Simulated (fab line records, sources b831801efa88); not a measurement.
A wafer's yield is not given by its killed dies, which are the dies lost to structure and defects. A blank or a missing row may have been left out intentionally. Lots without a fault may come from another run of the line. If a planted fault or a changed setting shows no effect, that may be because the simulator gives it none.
Which tool was responsible? || flow gf180mcu || Sampling: 13 lots, 39 wafers, 3 of 602 route steps

## WHAT EACH GAUGE READ, for each wafer
GF_V4_BOW_MEAS_05.
{"lot": "L125", "measured": "day 23 05:40", "on": "film metro-01", "V4_BOW (um)": "138 128 139"}
{"lot": "L126", "measured": "day 23 07:37", "on": "film metro-04", "V4_BOW (um)": "134 128 126"}
{"lot": "L129", "measured": "day 24 18:46", "on": "film metro-01", "V4_BOW (um)": "130 110 139"}
{"lot": "L130", "measured": "day 25 01:30", "on": "film metro-03", "V4_BOW (um)": "139 126 138"}
{"lot": "L131", "measured": "day 25 14:01", "on": "film metro-01", "V4_BOW (um)": "134 136 121"}
{"lot": "L132", "measured": "day 25 20:01", "on": "film metro-01", "V4_BOW (um)": "146 152 158"}
{"lot": "L133", "measured": "day 26 01:48", "on": "film metro-04", "V4_BOW (um)": "137 136 134"}
{"lot": "L134", "measured": "day 26 08:30", "on": "film metro-04", "V4_BOW (um)": "144 126 135"}
{"lot": "L138", "measured": "day 27 21:42", "on": "film metro-01", "V4_BOW (um)": "132 143 139"}
{"lot": "L140", "measured": "day 28 17:49", "on": "film metro-04", "V4_BOW (um)": "123 120 118"}
{"lot": "L141", "measured": "day 29 04:35", "on": "film metro-01", "V4_BOW (um)": "135 130 141"}
{"lot": "L145", "measured": "day 30 02:45", "on": "film metro-04", "V4_BOW (um)": "130 127 131"}
{"lot": "L146", "measured": "day 30 07:45", "on": "film metro-04", "V4_BOW (um)": "146 140 139"}

## WHAT TOOL EACH LOT RAN ON (gives the tool, then ch and the chambers of the sampled wafers, and finally the start)
{"lot": "L125", "GF_M4_SPUTTER_00": "pvd sputter-01, day 22 04:47", "GF_M4_SPUTTER_01": "pvd sputter-01, day 22 04:53"}
{"lot": "L126", "GF_M4_SPUTTER_00": "pvd sputter-04, day 22 06:21", "GF_M4_SPUTTER_01": "pvd sputter-04, day 22 06:27"}
{"lot": "L129", "GF_M4_SPUTTER_00": "pvd sputter-04, day 23 18:55", "GF_M4_SPUTTER_01": "pvd sputter-04, day 23 19:01"}
{"lot": "L130", "GF_M4_SPUTTER_00": "pvd sputter-03, day 24 01:27", "GF_M4_SPUTTER_01": "pvd sputter-03, day 24 01:33"}
{"lot": "L131", "GF_M4_SPUTTER_00": "pvd sputter-04, day 24 13:33", "GF_M4_SPUTTER_01": "pvd sputter-04, day 24 13:39"}
{"lot": "L132", "GF_M4_SPUTTER_00": "pvd sputter-04, day 24 21:08", "GF_M4_SPUTTER_01": "pvd sputter-04, day 24 21:14"}
{"lot": "L133", "GF_M4_SPUTTER_00": "pvd sputter-01, day 25 02:48", "GF_M4_SPUTTER_01": "pvd sputter-01, day 25 02:54"}
{"lot": "L134", "GF_M4_SPUTTER_00": "pvd sputter-01, day 25 09:45", "GF_M4_SPUTTER_01": "pvd sputter-01, day 25 09:51"}
{"lot": "L138", "GF_M4_SPUTTER_00": "pvd sputter-03, day 26 23:32", "GF_M4_SPUTTER_01": "pvd sputter-03, day 26 23:38"}
{"lot": "L140", "GF_M4_SPUTTER_00": "pvd sputter-03, day 27 20:56", "GF_M4_SPUTTER_01": "pvd sputter-03, day 27 21:02"}
{"lot": "L141", "GF_M4_SPUTTER_00": "pvd sputter-03, day 28 05:33", "GF_M4_SPUTTER_01": "pvd sputter-03, day 28 05:39"}
{"lot": "L145", "GF_M4_SPUTTER_00": "pvd sputter-04, day 29 06:22", "GF_M4_SPUTTER_01": "pvd sputter-04, day 29 06:28"}
{"lot": "L146", "GF_M4_SPUTTER_00": "pvd sputter-01, day 29 11:44", "GF_M4_SPUTTER_01": "pvd sputter-01, day 29 11:50"}
- GF_M4_SPUTTER_00: material Ti, target thk 37.5 nm, time 150 s.
- GF_M4_SPUTTER_01: material TiN, target thk 30 nm, time 25 s.

## WHAT THE TOOLS THEMSELVES READ (means of the sampled wafers that have a number; where no wafer has one, the mark that the record gives instead)
GF_M4_SPUTTER_00.
{"lot": "L125", "tool": "pvd sputter-01", "throttle valve pct (%)": 30.8}
{"lot": "L126", "tool": "pvd sputter-04", "throttle valve pct (%)": 29.6}
{"lot": "L129", "tool": "pvd sputter-04", "throttle valve pct (%)": 29.1}
{"lot": "L130", "tool": "pvd sputter-03", "throttle valve pct (%)": 30.2}
{"lot": "L131", "tool": "pvd sputter-04", "throttle valve pct (%)": 30.0}
{"lot": "L132", "tool": "pvd sputter-04", "throttle valve pct (%)": 29.0}
{"lot": "L133", "tool": "pvd sputter-01", "throttle valve pct (%)": 31.4}
{"lot": "L134", "tool": "pvd sputter-01", "throttle valve pct (%)": 31.7}
{"lot": "L138", "tool": "pvd sputter-03", "throttle valve pct (%)": 30.8}
{"lot": "L140", "tool": "pvd sputter-03", "throttle valve pct (%)": 30.7}
{"lot": "L141", "tool": "pvd sputter-03", "throttle valve pct (%)": 30.4}
{"lot": "L145", "tool": "pvd sputter-04", "throttle valve pct (%)": 29.2}
{"lot": "L146", "tool": "pvd sputter-01", "throttle valve pct (%)": 31.8}

GF_M4_SPUTTER_01.
{"lot": "L125", "tool": "pvd sputter-01", "throttle valve pct (%)": 31.0}
{"lot": "L126", "tool": "pvd sputter-04", "throttle valve pct (%)": 29.4}
{"lot": "L129", "tool": "pvd sputter-04", "throttle valve pct (%)": 29.0}
{"lot": "L130", "tool": "pvd sputter-03", "throttle valve pct (%)": 30.3}
{"lot": "L131", "tool": "pvd sputter-04", "throttle valve pct (%)": 30.0}
{"lot": "L132", "tool": "pvd sputter-04", "throttle valve pct (%)": 28.9}
{"lot": "L133", "tool": "pvd sputter-01", "throttle valve pct (%)": 31.2}
{"lot": "L134", "tool": "pvd sputter-01", "throttle valve pct (%)": 31.6}
{"lot": "L138", "tool": "pvd sputter-03", "throttle valve pct (%)": 30.8}
{"lot": "L140", "tool": "pvd sputter-03", "throttle valve pct (%)": 30.7}
{"lot": "L141", "tool": "pvd sputter-03", "throttle valve pct (%)": 30.0}
{"lot": "L145", "tool": "pvd sputter-04", "throttle valve pct (%)": 29.2}
{"lot": "L146", "tool": "pvd sputter-01", "throttle valve pct (%)": 31.8}

## THE ANSWER, worked out from the rows above alone
Rule: what is usual is taken from the lots themselves. The widest of any qualifying gaps counts: lots, ordered by their means at a reading, are off when they make up no more than a third of the lots, leave a main group of 4 or more, and stand apart from it by 3 or more times the standard deviation of that group's means. A main group is skipped when, at the precision printed for the reading in the tables above, its means are all equal. Also off: a lot with no number at a reading for which 4 or more lots have one. Any other lot the step has rows for is counted as sound. After the gauges, taken in route order, come the tools' own readings; for these a lot's mean is taken, as printed above. The first step at which some lot is off is used, and at that step the reading that is off furthest; a lot without a number counts as furthest.
No lot is off at any reading shown: from this, nothing can be told.

## WHAT THE SIMULATOR HAD INSERTED
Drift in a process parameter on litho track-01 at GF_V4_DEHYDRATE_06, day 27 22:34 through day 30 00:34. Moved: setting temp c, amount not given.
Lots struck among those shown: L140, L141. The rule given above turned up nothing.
